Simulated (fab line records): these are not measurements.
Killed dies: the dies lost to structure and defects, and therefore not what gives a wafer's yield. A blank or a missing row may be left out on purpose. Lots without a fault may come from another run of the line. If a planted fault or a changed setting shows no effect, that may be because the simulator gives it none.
fab line records -- flow sky130
[record] lots = 13, wafers = 39, last-day = 50
route steps=708 shown FIELD_ISO@3 PWDE@55 NWELL@81 PAD_OPEN@708
lots untouched by any fault: they come from a run of this same line in which no faults occurred
start-h: hours from the record's first day to the start of the lot's first wafer shown -- wait-h: hours elapsed since this lot's preceding step -- " the same as in the row above -- L1.1+2: one row covering several wafers at once -- - no value, or no start given -- * or withheld: withheld -- < > ~ a bound
route shown NAME@n: names a module that has steps shown in the file, with the first one's number in the route -- usual: the fault-free wafers' mean and standard deviation -- same: alike in all rows -- chamber/n: place in a boat -- sites: the reading at each site -- _std_site: how widely they spread, as a standard deviation -- _edge_site: outer sites' mean less inner sites' -- radius-mm: for every site, how far away it sits from the centre of the wafer -- mask NAME#n: copy n -- behind: the tool/chamber that last shaped the wafer -- hold: reason for holding the lot/hours on hold/outcome of the hold -- device: the n, p or np transistor that did not switch -- end of line: at the end of the route, the tests of the same wafers -- a step with no rows: only its recipe -- killed: dies that structure and defects cost at the first sort, which is not the same as the wafer's yield -- map: per-die view of a wafer (x killed, . not killed, _ where there is no die)
set.NAME: the setting the step ran with; set.NAME@STEP: the setting that earlier step ran with -- model.NAME: the simulator's own value behind a step, which no gauge read
one table for each step of the route and one row for each wafer, over a sample of lots
services: the hour from which a tool's chamber was out of use, counted from the record's first day as start-h (under 0 if before that day), plus the number of hours and why
[[steps]]
[step SKY_FIELD_ISO_THK_MEAS_02]
[recipe] reads = SiO2_of_FIELD_ISO_OXIDATION_01
[usual] FIELD_ISO_OXIDATION_00_THK = 11.98/0.22
lot.wafer,tool,chamber,start-h,wait-h,FIELD_ISO_OXIDATION_00_THK[nm]
L644.2,film-metro-01,-,11.98,0.0,12.14
L644.5,film-metro-01,-,11.98,0.0,12.33
L644.6,film-metro-01,-,11.98,0.0,12.17
L645.2,film-metro-03,-,17.03,0.0,12.32
L645.4,film-metro-03,-,17.03,0.0,11.92
L645.6,film-metro-03,-,17.03,0.0,12.15
L646.1,film-metro-01,-,22.30,0.0,11.60
L646.2,film-metro-01,-,22.30,0.0,11.55
L646.3,film-metro-01,-,22.30,0.0,11.64
L649.1,film-metro-03,-,36.83,0.0,12.10
L649.2,film-metro-03,-,36.83,0.0,12.04
L649.6,film-metro-03,-,36.83,0.0,11.85
L658.1,film-metro-04,-,82.45,0.0,11.92
L658.3,film-metro-04,-,82.45,0.0,11.84
L658.5,film-metro-04,-,82.45,0.0,11.90
L659.2,film-metro-04,-,87.96,0.0,11.82
L659.3,film-metro-04,-,87.96,0.0,12.17
L659.6,film-metro-04,-,87.96,0.0,12.03
L660.4,film-metro-03,-,91.66,0.0,11.79
L660.5,film-metro-03,-,91.66,0.0,11.67
L660.6,film-metro-03,-,91.66,0.0,11.73
L661.1,film-metro-03,-,96.63,0.0,12.18
L661.3,film-metro-03,-,96.63,0.0,12.19
L661.6,film-metro-03,-,96.63,0.0,12.16
L662.3,film-metro-03,-,103.47,0.0,12.15
L662.5,film-metro-03,-,103.47,0.0,12.05
L662.6,film-metro-03,-,103.47,0.0,12.02
L663.1,film-metro-03,-,106.63,0.0,11.85
L663.4,film-metro-03,-,106.63,0.0,11.75
L663.5,film-metro-03,-,106.63,0.0,11.83
L665.1,film-metro-04,-,116.63,0.0,12.31
L665.4,film-metro-04,-,116.63,0.0,12.35
L665.5,film-metro-04,-,116.63,0.0,12.32
L666.2,film-metro-01,-,121.64,0.0,11.85
L666.5,film-metro-01,-,121.64,0.0,12.06
L666.6,film-metro-01,-,121.64,0.0,12.25
L667.1,film-metro-01,-,126.63,0.0,12.37
L667.4,film-metro-01,-,126.63,0.0,12.47
L667.5,film-metro-01,-,126.63,0.0,12.25
[step SKY_FIELD_ISO_CMP_27]
[recipe] stop-on = Si3N4, t-overpolish-s = 16, down-force-psi = 4, platen-rpm = 60, target-thk-nm = 457.8, pad-velocity-m-s = 0.94248
[usual] edge-zone-pressure-frac = 1.000/0.0047, head-pressure-psi = 4.001/0.0087, motor-current-A = 13.0/1.1, overpolish-run-s = 15.999/0.0092, slurry-flow-ml-min = 150.0/0.47, t-overpolish-s = 16/0, time-to-endpoint-s = 111/4.5
lot.wafer,tool,chamber,start-h,wait-h,edge-zone-pressure-frac,head-pressure-psi,motor-current-A,overpolish-run-s,slurry-flow-ml-min,t-overpolish-s,time-to-endpoint-s
L644.2,cmp-02,3,34.17,0.1,1.004,4.011,11.2,15.999,150.2,16,114
L644.5,cmp-02,1,34.17,0.1,0.998,4.000,13.5,16.004,149.4,16,109
L644.6,cmp-02,2,34.17,0.1,1.001,3.985,12.9,16.004,150.4,16,115
L645.2,cmp-01,2,39.34,0.1,0.995,3.991,12.1,15.988,150.7,16,111
L645.4,cmp-01,3,39.34,0.1,1.008,3.983,12.8,15.997,151.0,16,116
L645.6,cmp-01,0,39.34,0.1,1.007,4.008,14.4,15.994,150.3,16,118
L646.2,cmp-01,0,43.13,0.0,0.991,4.015,14.5,15.989,150.0,16,119
L646.3,cmp-01,1,43.13,0.0,1.006,4.011,14.0,15.989,150.3,16,124
L646.1,cmp-01,3,43.13,0.0,0.995,3.995,13.1,15.990,149.4,16,115
L649.1,cmp-02,0,65.57,0.6,1.003,3.999,12.4,16.003,151.0,16,109
L649.2,cmp-02,2,65.57,0.6,0.996,3.997,13.2,15.997,148.8,16,109
L649.6,cmp-02,3,65.57,0.6,1.003,3.976,10.9,16.000,149.4,16,113
L658.3,cmp-01,2,106.25,0.0,-,-,-,-,-,-,-
L658.1,cmp-01,0,106.25,0.0,-,-,-,-,-,-,-
L658.5,cmp-01,2,106.25,0.0,-,-,-,-,-,-,-
L659.3,cmp-01,2,111.21,0.1,-,-,-,-,-,-,-
L659.2,cmp-01,3,111.21,0.1,-,-,-,-,-,-,-
L659.6,cmp-01,1,111.21,0.1,-,-,-,-,-,-,-
L660.4,cmp-01,1,116.59,0.1,0.999,3.993,13.9,15.996,150.7,16,111
L660.5,cmp-01,0,116.59,0.1,1.001,4.002,14.2,16.001,149.5,16,111
L660.6,cmp-01,1,116.59,0.1,0.989,3.994,14.1,16.002,149.9,16,116
L661.3,cmp-01,0,120.77,0.0,1.000,4.007,13.7,16.008,150.6,16,112
L661.1,cmp-01,2,120.77,0.0,1.000,4.004,12.5,15.993,149.8,16,109
L661.6,cmp-01,0,120.77,0.0,1.003,4.005,14.2,16.010,150.7,16,110
L662.3,cmp-02,0,127.20,0.1,1.008,4.014,13.0,15.993,149.9,16,112
L662.6,cmp-02,1,127.20,0.1,1.007,4.009,12.6,15.986,149.9,16,113
L662.5,cmp-02,2,127.20,0.1,0.994,3.995,12.1,16.006,151.1,16,113
L663.1,cmp-02,2,135.49,0.1,0.994,4.001,12.8,16.008,149.8,16,116
L663.4,cmp-02,0,135.49,0.1,1.003,4.013,12.7,15.994,149.6,16,113
L663.5,cmp-02,2,135.49,0.1,0.990,4.008,12.9,16.010,149.9,16,112
L665.4,cmp-01,3,150.69,0.1,0.998,4.002,12.7,15.994,149.9,16,111
L665.1,cmp-01,1,150.69,0.1,1.003,3.997,14.6,15.989,149.3,16,114
L665.5,cmp-01,2,150.69,0.1,0.996,3.995,12.1,16.005,149.9,16,107
L666.2,cmp-02,0,154.84,0.0,0.998,4.002,12.2,15.983,149.6,16,108
L666.5,cmp-02,0,154.84,0.0,1.000,3.996,12.7,15.998,150.3,16,108
L666.6,cmp-02,1,154.84,0.0,0.999,4.007,12.6,16.006,150.4,16,108
L667.1,cmp-01,3,154.84,0.0,0.999,4.008,12.6,16.006,149.8,16,107
L667.4,cmp-01,0,154.84,0.0,1.004,4.004,14.8,15.995,149.5,16,108
L667.5,cmp-01,0,154.84,0.0,1.005,3.981,13.5,16.008,149.8,16,106
[step SKY_PWDE_TW_MEAS_10]
[usual] PWDE_TW = 375/3.7
lot.wafer,tool,chamber,start-h,wait-h,PWDE_TW
L644.2,film-metro-03,-,68.51,0.1,376
L644.5,film-metro-03,-,68.51,0.1,378
L644.6,film-metro-03,-,68.51,0.1,377
L645.2,film-metro-02,-,73.64,0.1,370
L645.4,film-metro-02,-,73.64,0.1,370
L645.6,film-metro-02,-,73.64,0.1,367
L646.1,film-metro-01,-,77.01,0.1,382
L646.2,film-metro-01,-,77.01,0.1,379
L646.3,film-metro-01,-,77.01,0.1,380
L649.1,film-metro-03,-,103.01,0.1,380
L649.2,film-metro-03,-,103.01,0.1,378
L649.6,film-metro-03,-,103.01,0.1,378
L660.4,film-metro-02,-,156.76,0.1,372
L660.5,film-metro-02,-,156.76,0.1,372
L660.6,film-metro-02,-,156.76,0.1,373
L661.1,film-metro-03,-,161.51,0.1,374
L661.3,film-metro-03,-,161.51,0.1,374
L661.6,film-metro-03,-,161.51,0.1,373
L662.3,film-metro-03,-,167.98,0.1,374
L662.5,film-metro-03,-,167.98,0.1,374
L662.6,film-metro-03,-,167.98,0.1,375
L663.1,film-metro-02,-,180.81,0.1,374
L663.4,film-metro-02,-,180.81,0.1,374
L663.5,film-metro-02,-,180.81,0.1,376
L665.1,film-metro-03,-,195.33,0.1,372
L665.4,film-metro-03,-,195.33,0.1,373
L665.5,film-metro-03,-,195.33,0.1,375
L666.2,film-metro-03,-,198.47,0.1,372
L666.5,film-metro-03,-,198.47,0.1,372
L666.6,film-metro-03,-,198.47,0.1,371
L667.1,film-metro-02,-,198.63,0.1,371
L667.4,film-metro-02,-,198.63,0.1,373
L667.5,film-metro-02,-,198.63,0.1,371
[step SKY_NWELL_RTA_28]
[recipe] temp-c = 1050, time-s = 30, idle-temp-c = 650, ramp-up-c-per-s = 150, ramp-down-c-per-s = 90, ambient = N2
[usual] lamp-power-pct = 25.30/0.052, wafer_temp_C_max = 1054.9/0.96
lot.wafer,tool,chamber,start-h,wait-h,lamp-power-pct,wafer_temp_C_max
L644.2,rtp-anneal-01,0,102.78,0.0,25.27,1056.5
L644.5,rtp-anneal-01,0,102.78,0.0,25.20,1055.5
L644.6,rtp-anneal-01,0,102.78,0.0,25.30,1056.1
L645.2,rtp-anneal-02,0,109.38,0.0,25.37,1054.0
L645.4,rtp-anneal-02,0,109.38,0.0,25.31,1054.0
L645.6,rtp-anneal-02,0,109.38,0.0,25.36,1055.6
L646.1,rtp-anneal-01,0,112.70,0.0,25.27,1054.3
L646.2,rtp-anneal-01,0,112.70,0.0,25.23,1055.8
L646.3,rtp-anneal-01,0,112.70,0.0,25.27,1054.0
L649.1,rtp-anneal-01,0,140.87,0.0,25.28,1056.5
L649.2,rtp-anneal-01,0,140.87,0.0,25.38,1054.6
L649.6,rtp-anneal-01,0,140.87,0.0,25.32,1054.5
L660.4,rtp-anneal-02,0,197.92,0.1,25.31,1057.3
L660.5,rtp-anneal-02,0,197.92,0.1,25.29,1054.0
L660.6,rtp-anneal-02,0,197.92,0.1,25.27,1054.1
L661.1,rtp-anneal-01,0,203.47,0.0,25.21,1056.0
L661.3,rtp-anneal-01,0,203.47,0.0,25.31,1053.6
L661.6,rtp-anneal-01,0,203.47,0.0,25.30,1054.2
L662.3,rtp-anneal-01,0,209.60,0.0,25.29,1055.2
L662.5,rtp-anneal-01,0,209.60,0.0,25.37,1055.9
L662.6,rtp-anneal-01,0,209.60,0.0,25.23,1054.6
L663.1,rtp-anneal-02,0,223.67,0.0,25.32,1056.9
L663.4,rtp-anneal-02,0,223.67,0.0,25.40,1054.2
L663.5,rtp-anneal-02,0,223.67,0.0,25.37,1054.7
L665.1,rtp-anneal-02,0,239.21,0.0,25.30,1053.9
L665.4,rtp-anneal-02,0,239.21,0.0,25.34,1054.2
L665.5,rtp-anneal-02,0,239.21,0.0,25.34,1055.0
L666.2,rtp-anneal-02,0,242.72,0.0,25.26,1054.1
L666.5,rtp-anneal-02,0,242.72,0.0,25.33,1055.0
L666.6,rtp-anneal-02,0,242.72,0.0,25.33,1054.1
L667.1,rtp-anneal-01,0,243.62,0.0,25.31,1054.4
L667.4,rtp-anneal-01,0,243.62,0.0,25.33,1054.8
L667.5,rtp-anneal-01,0,243.62,0.0,25.41,1054.9
[step SKY_PAD_OPEN_PROBE_99]
[usual] killed_at_M0_to_M3 = 44/6.9, killed_at_M4_up = 3.0/1.5, killed-at-contacts = 24/5.2, killed-at-front-end = 15/4.1, killed-at-other = 0.4/0.62, killed-dies = 87/9.6, killed-on-rim = 17/3.8, killed-open = 47/7, killed-short = 40/6.2
[same] gross-dies = 492, killed-at-back-side = 0
lot.wafer,tool,chamber,start-h,wait-h,killed_at_M0_to_M3,killed_at_M4_up,killed-at-contacts,killed-at-front-end,killed-at-other,killed-dies,killed-on-rim,killed-open,killed-short
L644.2,prober-01,-,1065.29,0.1,40,4,24,22,0,90,24,48,41
L644.5,prober-01,-,1065.44,0.2,49,3,25,14,0,91,19,46,45
L644.6,prober-01,-,1065.49,0.2,40,1,28,19,0,88,15,56,30
L646.1,prober-01,-,1078.03,0.1,43,3,24,13,1,84,17,45,39
L646.2,prober-01,-,1078.08,0.1,47,2,23,11,0,83,12,54,29
L646.3,prober-01,-,1078.13,0.2,55,3,23,11,0,92,17,58,34
L649.1,prober-02,-,1111.14,0.1,44,4,22,14,0,84,18,49,35
L649.2,prober-02,-,1111.19,0.1,42,2,29,15,2,90,15,46,42
L649.6,prober-02,-,1111.39,0.2,46,6,16,16,1,85,19,45,39
L658.1,prober-01,-,1151.56,0.1,49,6,25,412,0,492,96,51,44
L658.3,prober-01,-,1151.66,0.2,32,3,32,425,0,492,96,46,33
L658.5,prober-01,-,1151.76,0.2,27,2,27,436,0,492,96,35,31
L659.2,prober-02,-,1155.52,0.1,52,3,30,406,1,492,96,52,43
L659.3,prober-02,-,1155.57,0.2,31,2,29,430,0,492,96,43,37
L659.6,prober-02,-,1155.72,0.2,45,5,28,414,0,492,96,52,37
L662.3,prober-02,-,1165.79,0.2,41,4,35,23,2,105,23,51,53
L662.5,prober-02,-,1165.89,0.2,53,2,29,14,0,98,16,51,47
L662.6,prober-02,-,1165.94,0.2,40,1,26,15,0,82,12,49,32
L665.1,prober-02,-,1193.01,0.1,55,4,33,9,1,102,20,61,41
L665.4,prober-02,-,1193.16,0.2,46,4,31,13,0,94,17,55,39
L665.5,prober-02,-,1193.21,0.2,44,4,19,14,0,81,13,46,35
// killed by level:class
L644.2 CONTACT:geometric-particle:open=8 LOCAL_INTERCONNECT:geometric-particle:short=7 FIELD_ISO:geometric-particle:short=6 LI_CONTACT:geometric-particle:open=6 VIA1:geometric-particle:open=6 VIA1:geometric-particle:short=5 METAL2:geometric-particle:short=5 VIA2:geometric-particle:open=5
L644.5 VIA1:geometric-particle:open=12 CONTACT:geometric-particle:open=9 LI_CONTACT:geometric-particle:open=8 VIA1:geometric-particle:short=8 CONTACT:geometric-particle:short=6 POLY_GATE:geometric-particle:short=5 VIA2:geometric-particle:open=5 METAL1:geometric-particle:short=5
L644.6 CONTACT:geometric-particle:open=12 FIELD_ISO:geometric-particle:open=9 VIA1:geometric-particle:open=9 LI_CONTACT:geometric-particle:open=7 CONTACT:geometric-particle:short=6 VIA3:geometric-particle:open=6 METAL1:geometric-particle:short=4 METAL1:geometric-particle:open=4
L646.1 VIA2:geometric-particle:open=10 CONTACT:geometric-particle:open=8 METAL2:geometric-particle:short=6 LI_CONTACT:geometric-particle:open=6 VIA1:geometric-particle:open=6 FIELD_ISO:geometric-particle:open=5 LOCAL_INTERCONNECT:geometric-particle:short=5 METAL3:geometric-particle:short=5
L646.2 VIA2:geometric-particle:open=10 VIA1:geometric-particle:open=10 LI_CONTACT:geometric-particle:open=9 CONTACT:geometric-particle:open=8 METAL2:geometric-particle:short=5 FIELD_ISO:geometric-particle:open=4 METAL1:geometric-particle:short=4 METAL1:geometric-particle:open=4
L646.3 LI_CONTACT:geometric-particle:open=12 VIA2:geometric-particle:open=11 VIA1:geometric-particle:open=10 VIA3:geometric-particle:open=9 VIA2:geometric-particle:short=7 CONTACT:geometric-particle:open=5 METAL2:geometric-particle:short=5 FIELD_ISO:geometric-particle:open=4
L649.1 VIA3:geometric-particle:open=12 VIA1:geometric-particle:open=9 CONTACT:geometric-particle:short=7 FIELD_ISO:geometric-particle:open=6 CONTACT:geometric-particle:open=6 FIELD_ISO:geometric-particle:short=5 METAL1:geometric-particle:short=5 VIA2:geometric-particle:open=4
L649.2 VIA3:geometric-particle:open=13 CONTACT:geometric-particle:open=11 VIA1:geometric-particle:open=6 LOCAL_INTERCONNECT:geometric-particle:short=5 FIELD_ISO:geometric-particle:short=4 LI_CONTACT:geometric-particle:open=4 POLY_GATE:geometric-particle:short=4 METAL1:geometric-particle:short=4
L649.6 VIA1:geometric-particle:open=12 FIELD_ISO:geometric-particle:short=6 METAL1:geometric-particle:short=6 METAL2:geometric-particle:short=6 VIA3:geometric-particle:open=5 CONTACT:geometric-particle:open=5 METAL4:geometric-particle:short=5 POLY_GATE:geometric-particle:open=4
L658.1 FIELD_ISO:area-cmp=397 VIA2:geometric-particle:open=11 LI_CONTACT:geometric-particle:open=8 VIA1:geometric-particle:open=8 CONTACT:geometric-particle:open=7 VIA3:geometric-particle:open=6 METAL3:geometric-particle:short=6 LOCAL_INTERCONNECT:geometric-particle:short=5
L658.3 FIELD_ISO:area-cmp=413 CONTACT:geometric-particle:open=15 VIA2:geometric-particle:open=6 LI_CONTACT:geometric-particle:open=6 METAL1:geometric-particle:short=6 VIA3:geometric-particle:open=5 CONTACT:geometric-particle:short=5 VIA1:geometric-particle:open=5
L658.5 FIELD_ISO:area-cmp=425 LI_CONTACT:geometric-particle:open=7 VIA2:geometric-particle:open=7 LOCAL_INTERCONNECT:geometric-particle:short=6 CONTACT:geometric-particle:open=6 CONTACT:geometric-particle:short=5 FIELD_ISO:geometric-particle:open=3 POLY_GATE:geometric-particle:short=3
L659.2 FIELD_ISO:area-cmp=396 METAL1:geometric-particle:short=10 VIA3:geometric-particle:open=9 LI_CONTACT:geometric-particle:open=9 CONTACT:geometric-particle:open=9 VIA1:geometric-particle:open=8 VIA1:geometric-particle:short=6 VIA2:geometric-particle:open=5
L659.3 FIELD_ISO:area-cmp=412 CONTACT:geometric-particle:open=12 VIA1:geometric-particle:open=10 METAL1:geometric-particle:short=8 LI_CONTACT:geometric-particle:short=6 POLY_GATE:geometric-particle:open=5 METAL2:geometric-particle:short=5 FIELD_ISO:geometric-particle:short=4
L659.6 FIELD_ISO:area-cmp=403 CONTACT:geometric-particle:open=11 LI_CONTACT:geometric-particle:open=9 VIA1:geometric-particle:open=9 METAL1:geometric-particle:short=8 METAL1:geometric-particle:open=6 CONTACT:geometric-particle:short=5 METAL2:geometric-particle:short=5
L662.3 CONTACT:geometric-particle:open=12 CONTACT:geometric-particle:short=9 POLY_GATE:geometric-particle:open=8 FIELD_ISO:geometric-particle:open=7 VIA1:geometric-particle:open=7 METAL1:geometric-particle:short=7 METAL2:geometric-particle:short=7 LOCAL_INTERCONNECT:geometric-particle:short=6
L662.5 METAL1:geometric-particle:short=10 VIA2:geometric-particle:open=9 CONTACT:geometric-particle:open=8 LI_CONTACT:geometric-particle:open=6 VIA1:geometric-particle:open=6 VIA3:geometric-particle:open=6 FIELD_ISO:geometric-particle:short=5 VIA3:geometric-particle:short=5
L662.6 VIA1:geometric-particle:open=11 LI_CONTACT:geometric-particle:open=9 CONTACT:geometric-particle:open=7 METAL1:geometric-particle:short=7 VIA3:geometric-particle:open=6 FIELD_ISO:geometric-particle:open=4 CONTACT:geometric-particle:short=4 VIA2:geometric-particle:open=4
L665.1 CONTACT:geometric-particle:open=18 VIA1:geometric-particle:open=16 METAL2:geometric-particle:short=7 METAL3:geometric-particle:short=7 LI_CONTACT:geometric-particle:open=6 VIA3:geometric-particle:open=6 VIA1:geometric-particle:short=6 VIA2:geometric-particle:open=6
L665.4 VIA1:geometric-particle:open=13 CONTACT:geometric-particle:open=11 VIA3:geometric-particle:open=11 LI_CONTACT:geometric-particle:open=10 CONTACT:geometric-particle:short=8 FIELD_ISO:geometric-particle:short=6 POLY_GATE:geometric-particle:short=5 METAL1:geometric-particle:short=4
L665.5 VIA1:geometric-particle:open=12 METAL1:geometric-particle:short=8 CONTACT:geometric-particle:open=7 VIA1:geometric-particle:short=6 VIA2:geometric-particle:open=6 VIA3:geometric-particle:open=5 LI_CONTACT:geometric-particle:open=4 LOCAL_INTERCONNECT:geometric-particle:short=4
[[services]]
tool,chamber,start-h,hours,kind
cmp-02,-,20.91,1.5,repair
cmp-01,-,21.20,0.3,repair
cmp-02,-,26.89,0.4,repair
cmp-02,-,44.75,2.6,repair
cmp-02,-,50.94,0.3,repair
cmp-02,-,62.56,0.6,repair
cmp-01,-,64.00,4.0,pm
cmp-01,-,66.35,2.6,repair
cmp-01,-,68.00,-,consumable-replace:conditioner
cmp-01,-,68.00,-,consumable-replace:pad
cmp-02,-,103.47,6.7,repair
cmp-02,-,110.74,2.1,repair
cmp-02,-,113.43,3.9,repair
cmp-01,-,150.96,0.5,repair
cmp-01,-,156.23,3.5,repair
cmp-01,-,170.04,3.4,pm
cmp-02,-,174.04,3.8,repair
cmp-01,-,175.50,0.4,repair
cmp-01,-,177.80,18.3,pm
cmp-01,-,195.21,1.0,repair
cmp-02,-,218.80,5.7,pm
cmp-02,-,232.00,4.0,pm
cmp-02,-,236.00,-,consumable-replace:conditioner
cmp-02,-,236.00,-,consumable-replace:pad
[[key]]
[first-sign] step = SKY_FIELD_ISO_CMP_27, reading = tool-record, direction = missing
[effect] step = SKY_PAD_OPEN_PROBE_99, reading = killed-at-front-end, direction = up, sigmas = 99, usual = 15, struck = 420
[more-kills-born-at] SKY_FIELD_ISO_CMP_27@cmp-01 = 2446
met-at SKY_FIELD_ISO_CMP_27
struck-lots L658,L659
later-rows-left-out L658.1,L658.3,L658.5,L659.2,L659.3,L659.6
tester-left-out L658,L659
not-acting-at SKY_FIELD_ISO_THK_MEAS_02,SKY_PWDE_TW_MEAS_10,SKY_NWELL_RTA_28
onset-between 43.13 106.25
[fault] kind = skipped-step-whole, tool = cmp-01, chamber = -, onset-h = 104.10, steps = SKY_FIELD_ISO_CMP_27, scope = struck-lots-only
// tester-left-out: of these lots the tester's yield and bins aren't shown, on N5 and GAA mostly nor the transistor test; their killed dies are dies lost to structure and defects alone, not to doping, threshold or leakage, so they don't give the yield
// later-rows-left-out: the simulator's readings of these wafers behind a module that went badly wrong aren't trusted and aren't shown, but for the sort
